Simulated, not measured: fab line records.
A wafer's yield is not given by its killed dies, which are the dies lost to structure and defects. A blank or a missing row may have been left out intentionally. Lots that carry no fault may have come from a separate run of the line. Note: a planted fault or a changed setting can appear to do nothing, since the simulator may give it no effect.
A lot that was struck, set against a sound lot :: flow gf180mcu :: 17 steps out of a route of 602
Sound: these wafers, L228.2, L228.5, L228.6. Struck: wafer L237.3. (L237.2 of the same lot was not struck and is left out.) The cause comes at the end.
Each step with rows lists, per side, the tool, then ch with its chambers, then its first start. Under that, the readings that differ: sound wafers :: struck wafers :: difference of the means :: sigmas: that difference in standard deviations of wafers without a fault.
alike: same words and numbers on both sides, and readings whose means sit less than 2 such deviations apart. not compared: any withheld reading, any reading some wafer has no value for, any bound like >300 that may hide the same value, and any number with overlapping values for which the record gives no deviation.
A row with sigmas, a row that says differs or no value, or rows on one side alone: a step with any of these is where the two part. When numbers do not overlap yet have no deviation, they are printed without sigmas and do not part them. Lack of a reading on every wafer of one side parts them only where that side has two or more wafers.

first, 1 step without rows for these wafers: GF_STI_DEVELOP_11 (develop time 60 s).
GF_STI_CD_MEAS_12 targets a cd of 220 nm.
  sound: cd_sem-01 at day 2 01:14; struck: cd_sem-01 at day 4 00:32
  alike: cd_nm
GF_STI_ETCH_13: etches the open film in CHF3/O2, stops on Si, target depth 282.31 nm, time 112.9 s.
  sound on rie_diel-02 ch 0,3, day 2 01:20; struck on rie_diel-04 ch 2, day 4 00:38
  alike: chamber_pressure_mTorr, chf3_flow_sccm, drypump_motor_current_A, oes_product_au, rf_fwd_power_W, throttle_valve_pct
  not compared: rf_hours_counter_h
GF_STI_ETCH_14: etches Si in HBr/Cl2/O2, target depth 360 nm, time 102.9 s.
  sound on rie_si-02 ch 0,2,3, day 2 01:25; struck on rie_si-01 ch 1, day 4 00:43
  alike: chamber_pressure_mTorr, drypump_motor_current_A, oes_product_au, rf_fwd_power_W, throttle_valve_pct
  not compared: rf_hours_counter_h
GF_STI_STRIP_15: strips in O2/N2.
  sound on plasma_asher-03 ch 0,1, day 2 01:29; struck on plasma_asher-01 ch 0, day 4 00:47
reading: heater_power_w (W)
sound: 368 371 349
struck: 287
difference: -76
sigmas: -2

reading: strip_time_to_endpoint_s (s)
sound: 3.62 3.66 3.64
struck: 3.75
difference: +0.11
sigmas: +2
  alike: chamber_pressure_mTorr, drypump_motor_current_A, oes_product_au
  not compared: rf_hours_counter_h
then, 6 steps without rows for these wafers: GF_STI_CLEAN_16 (cleans in dHF, time 25 s); GF_STI_WET_ETCH_17 (etches Si3N4 in H3PO4, target depth 45 nm, time 514 s); GF_STI_CLEAN_18 (cleans in SC1/SC2, time 150 s); GF_STI_CLEAN_19 (cleans in dHF, time 20 s); GF_STI_WET_ETCH_20 (etches SiO2 in dHF, target depth 20 nm, time 400 s); GF_STI_OXIDATION_21 (stabilise 600 s, purge 300 s, target thk 15 nm).
GF_STI_THK_MEAS_22:
  sound: film_metro-02 at day 2 03:05; struck: film_metro-03 at day 4 02:26
  alike: STI_OXIDATION_01_THK
GF_STI_CVD_23: deposits SiO2, target thk 650 nm, time 108.3 s.
  sound on hdpcvd-02 ch 0,1,2, day 2 03:08; struck on hdpcvd-02 ch 0, day 4 02:29
reading: model.SiO2_of_STI_CVD_23.thk_nm (nm)
sound: 645.8 649.1 649.6
struck: 843.6
difference: +195.4
sigmas: 
  alike: pressure_mtorr
GF_STI_THK_MEAS_24:
  sound: film_metro-03 at day 2 03:13; struck: film_metro-02 at day 4 02:34
reading: STI_CVD_23_THK (nm)
sound: 646 649 650
struck: 843
difference: +195
sigmas: +26
GF_STI_CMP_25: polishes, stops on Si3N4, t overpolish 33 s, target thk 524.6 nm.
  sound on cmp-01 ch 0,3, day 2 03:19; struck on cmp-01 ch 2, day 4 02:37
reading: time_to_endpoint_s (s)
sound: 118 119 131
struck: 150
difference: +27
sigmas: +4
  alike: motor_current_A, platen_rpm
then, 1 step without rows for these wafers: GF_STI_WET_ETCH_26 (etches SiO2 in dHF, target depth 94 nm, time 188 s).
-- the record jumps here: 28 days lie between the struck wafers' starts before and after (it left off in module STI and takes up again in module PASSIVATION, whose first step shown is number 602 of the route) --
GF_PASSIVATION_PROBE_99:
  only the struck wafers here have rows in the record (prober-01, day 31 18:26); the sound ones have none

WHERE THEY PART
Last at GF_PASSIVATION_PROBE_99 as far as this record goes, first at GF_STI_STRIP_15.

WHY: what had been put in by the simulator
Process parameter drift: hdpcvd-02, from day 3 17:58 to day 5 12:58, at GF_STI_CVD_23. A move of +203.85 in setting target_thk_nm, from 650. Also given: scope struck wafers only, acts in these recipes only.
